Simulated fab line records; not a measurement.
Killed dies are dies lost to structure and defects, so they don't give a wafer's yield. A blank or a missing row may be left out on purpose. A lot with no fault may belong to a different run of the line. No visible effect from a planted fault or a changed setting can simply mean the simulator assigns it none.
The same fault as seen by 2 desks || flow sky130 || numbers are kept per desk, each desk with only its own; the story behind them comes last

## THE TOOL OWNER'S DESK: furnace-02
The tool's own readings at SKY_SONOS_ONO_OXIDATION_00 (stabilise 600 s, purge 300 s, target thk 2.6 nm): means of the sampled wafers that have a number, for each lot that ran on this tool. Any lot whose mean is over 4 standard deviations away from the usual mean is out of limits and marked OUT; that distance is given in the brackets.
Columns: A = spikeTcBottomC at SKY_SONOS_ONO_OXIDATION_00, usual 818.0 C; B = spikeTcCentreC at SKY_SONOS_ONO_OXIDATION_00, usual 801.8 C; C = spikeTcLowerC at SKY_SONOS_ONO_OXIDATION_00, usual 799.3 C; D = spikeTcTopC at SKY_SONOS_ONO_OXIDATION_00, usual 815.6 C; E = spikeTcUpperC at SKY_SONOS_ONO_OXIDATION_00, usual 800.7 C
{"lot": "L721", "first seen here": "day 16 16:08", "A": 821.1, "B": 802.2, "C": 801.4, "D": 812.5, "E": 802.5}
{"lot": "L722", "first seen here": "day 17 11:30", "A": 822.4, "B": 803.3, "C": 800.2, "D": 813.1, "E": 801.8}
{"lot": "L725", "first seen here": "day 18 05:12", "A": "832.6 (+4.9) OUT", "B": "811.4 (+8.7) OUT", "C": "810.1 (+7.2) OUT", "D": 821.8, "E": "811.3 (+8.8) OUT"}
{"lot": "L726", "first seen here": "day 18 05:12", "A": "831.7 (+4.6) OUT", "B": "813.0 (+10) OUT", "C": "811.2 (+7.9) OUT", "D": 822.5, "E": "812.4 (+9.7) OUT"}
Finding of this desk: L725, L726 out of limits; the first was L725 at day 18 05:12, on spikeTcBottomC at SKY_SONOS_ONO_OXIDATION_00. Within limits: L721, L722.

## METROLOGY DESK
Lot by lot, what the gauges showed, no matter which tool ran the lot: averages of those sampled wafers that carry a number. Any lot whose mean is over 4 standard deviations away from the usual mean is out of limits and marked OUT; that distance is given in the brackets.
Columns: A = SONOS_ONO_OXIDATION_THK at SKY_SONOS_ONO_THK_MEAS_01, usual 2.57 nm; B = cdNm at SKY_SONOS_ONO_CD_MEAS_13, usual 410.5 nm; C = LI_CONTACT_BOW at SKY_LI_CONTACT_BOW_MEAS_03, usual 55 um; D = cdNm at SKY_METAL1_CD_MEAS_15, usual 139.9 nm
{"lot": "L707", "first seen here": "day 12 06:01", "A": 2.54, "B": 406.8, "C": 51, "D": 140.4}
{"lot": "L708", "first seen here": "day 12 11:53", "A": 2.61, "B": 409.5, "C": 63, "D": 139.1}
{"lot": "L709", "first seen here": "day 12 20:38", "A": 2.59, "B": 411.0, "C": 57, "D": 140.6}
{"lot": "L710", "first seen here": "day 13 06:00", "A": 2.44, "B": 409.5, "C": 54, "D": 139.3}
{"lot": "L712", "first seen here": "day 13 23:06", "A": 2.60, "B": 413.7, "C": 55, "D": 141.0}
{"lot": "L715", "first seen here": "day 15 00:50", "A": 2.52, "B": 407.5, "C": 56, "D": 138.5}
{"lot": "L716", "first seen here": "day 15 04:41", "A": 2.61, "B": 408.4, "C": 54, "D": 138.3}
{"lot": "L721", "first seen here": "day 16 17:28", "A": 2.60, "B": 408.4, "C": 58, "D": 139.0}
{"lot": "L722", "first seen here": "day 17 12:51", "A": 2.60, "B": 410.9, "C": 55, "D": 141.0}
{"lot": "L725", "first seen here": "day 18 06:33", "A": "2.93 (+6.9) OUT", "B": 412.9, "C": 54, "D": 140.0}
{"lot": "L726", "first seen here": "day 18 06:33", "A": "3.00 (+8.3) OUT", "B": 407.7, "C": 64, "D": 140.6}
{"lot": "L728", "first seen here": "day 18 21:58", "A": 2.53, "B": 410.3, "C": 50, "D": 138.8}
This desk's result: L725, L726 out of limits, first on L725 (SONOS_ONO_OXIDATION_THK at SKY_SONOS_ONO_THK_MEAS_01), day 18 06:33. Within limits: L707, L708, L709, L710, L712, L715, L716, L721, L722, L728.

## PUT TOGETHER
The tool owner's desk had the chance to raise an alarm at day 18 05:12 on L725, L726.
L725, L726 would have let the metrology desk raise an alarm at day 18 06:33.
Of the lots named, all ran SKY_SONOS_ONO_OXIDATION_00 on furnace-02.

## WHAT THE SIMULATOR HAD PUT IN
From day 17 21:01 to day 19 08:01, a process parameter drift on furnace-02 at SKY_SONOS_ONO_OXIDATION_00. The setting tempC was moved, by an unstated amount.
Shown lots that were struck: L725, L726.
Hours from the fault's start to each desk's first reading out of limits: the tool owner's desk, 8; the metrology desk, 10.
